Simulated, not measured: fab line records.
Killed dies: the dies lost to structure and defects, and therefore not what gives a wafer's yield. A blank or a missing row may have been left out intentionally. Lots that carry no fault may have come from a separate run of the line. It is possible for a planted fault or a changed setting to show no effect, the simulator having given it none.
Chamber matching    flow gf180mcu    cmp-02 running GF_CONTACT_CMP_04: 4 sister chambers
The step polishes SiO2. 8 wafers are shown with their chamber, then 8 later ones without.

== EACH WAFER AND ITS CHAMBER ==
wafer   chamber  motor current A (A)  time to endpoint s (s)
L265.2  1        12.4                 114
L266.2  2        9.8                  113
L266.4  0        13.2                 112
L268.6  2        9.4                  121
L267.1  0        12.9                 117
L267.2  3        14.8                 124
L267.6  3        14.1                 126
L270.1  1        11.9                 109

== WAFERS WITH NO CHAMBER GIVEN ==
wafer   motor current A (A)  time to endpoint s (s)
L270.3  14.6                 122
L270.6  9.4                  114
L276.1  13.2                 118
L276.4  14.6                 133
L276.6  13.5                 122
L278.3  13.0                 117
L278.4  9.8                  126
L278.5  14.3                 131

== THE CHAMBER EACH PASSED THROUGH ==
wafer   from the rows above      in truth
L270.3  3                        3
L270.6  2                        2
L276.1  0                        0
L276.4  3                        3
L276.6  can't be placed: 0 or 3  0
L278.3  0                        0
L278.4  2                        2
L278.5  3                        3
Correct placement for 7 of the 8. Unplaceable from these rows: 1, with the true chamber sitting among the candidates in 1. Placed wrongly: 0.
How it was worked out, from the rows above alone: a wafer's distance from a chamber is the root of the sum, over the readings, of the square of ((its reading less the chamber's mean) divided by the reading's scatter). If the next closest chamber is less than 2 further off than the closest, the wafer can't be placed; otherwise it belongs to the closest. Each chamber's mean is taken over the wafers shown for it. The scatter: take each reading less its chamber's mean, square it, sum over the shown wafers, divide by the number of wafers less the number of chambers, and take the root.
